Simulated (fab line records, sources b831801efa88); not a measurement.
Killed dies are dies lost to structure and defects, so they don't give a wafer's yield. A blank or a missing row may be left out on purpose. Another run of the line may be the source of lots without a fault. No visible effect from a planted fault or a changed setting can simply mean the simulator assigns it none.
2 desks, one fault | flow gf180mcu | only its own numbers are on each desk; what lay behind them is given at the end

== FROM THE METROLOGY DESK ==
Lot by lot, what the gauges showed, no matter which tool ran the lot: averages of those sampled wafers that carry a number. The brackets show how far a lot's mean lies from the usual mean; more than 4 standard deviations puts the lot out of limits, marked OUT.
Columns: A = MVSD_TW at GF_MVSD_TW_MEAS_11, usual 1587; B = cdNm at GF_POLY_GATE_CD_MEAS_10, usual 279.7 nm; C = POLY_GATE_OVL at GF_POLY_GATE_OVL_MEAS_11, usual -1 nm
lot  | first seen here | A               | B     | C
L700 | day 4 17:47     | 1600            | 279.6 | -4
L701 | day 4 22:13     | 1607            | 278.4 | -3
L702 | day 5 06:04     | 1578            | 278.8 | -1
L703 | day 5 08:52     | 1587            | 281.1 | -5
L706 | day 6 01:05     | 1610            | 278.8 | 2
L708 | day 6 15:07     | 1485 (-5.4) OUT | 280.0 | -2
L714 | day 8 07:46     | 1597            | 280.0 | -1
L716 | day 8 14:16     | 1565            | 279.5 | 3
L717 | day 9 00:01     | 1557            | 278.6 | -4
L718 | day 9 05:24     | 1611            | 278.1 | -4
L720 | day 9 11:43     | 1603            | 279.8 | -4
L721 | day 9 17:35     | 1565            | 280.9 | 7
L722 | day 10 00:47    | 1560            | 277.9 | -2
This desk's result: L708 out of limits, first on L708 (MVSD_TW at GF_MVSD_TW_MEAS_11), day 6 15:07. L700, L701, L702, L703, L706, L714, L716, L717, L718, L720, L721, L722: within limits.

== FOR THE TOOL OWNER'S DESK: plasmaAsher-02 ==
The tool's own readings at GF_LVPWELL_STRIP_10 (strips in O2/N2): means of the sampled wafers that have a number, for each lot that ran on this tool. The brackets show how far a lot's mean lies from the usual mean; more than 4 standard deviations puts the lot out of limits, marked OUT.
Columns: A = chamberPressureMTorr at GF_LVPWELL_STRIP_10, usual 1500.2 mTorr; B = drypumpMotorCurrentA at GF_LVPWELL_STRIP_10, usual 5.7 A; C = heaterPowerW at GF_LVPWELL_STRIP_10, usual 317 W; D = oesProductAu at GF_LVPWELL_STRIP_10, usual 0.723 a.u.; E = stripTimeToEndpointS at GF_LVPWELL_STRIP_10, usual 36.96 s
lot  | first seen here | A      | B   | C   | D               | E
L703 | day 4 18:35     | 1499.9 | 5.7 | 292 | 0.723           | 36.87
L708 | day 6 00:02     | 1499.5 | 5.8 | 287 | 0.964 (+51) OUT | -
L718 | day 8 12:22     | 1501.7 | 5.8 | 285 | 0.723           | 36.85
This desk's verdict: out of limits on L708, starting with L708 at day 6 00:02 (oesProductAu at GF_LVPWELL_STRIP_10). L703, L718: within limits.

== TAKEN TOGETHER ==
On L708, at day 6 00:02, an alarm was possible from the tool owner's desk.
Metrology desk: alarm possible at day 6 15:07 on L708.
On plasmaAsher-02, each named lot ran GF_LVPWELL_STRIP_10.

== WHAT HAD BEEN PUT IN BY THE SIMULATOR ==
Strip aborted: plasmaAsher-02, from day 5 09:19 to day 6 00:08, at GF_LVPWELL_STRIP_10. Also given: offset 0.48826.
Shown lots that were struck: L708.
Time in hours from fault onset to the first out-of-limits reading at each desk: tool owner's desk 15, metrology desk 30.
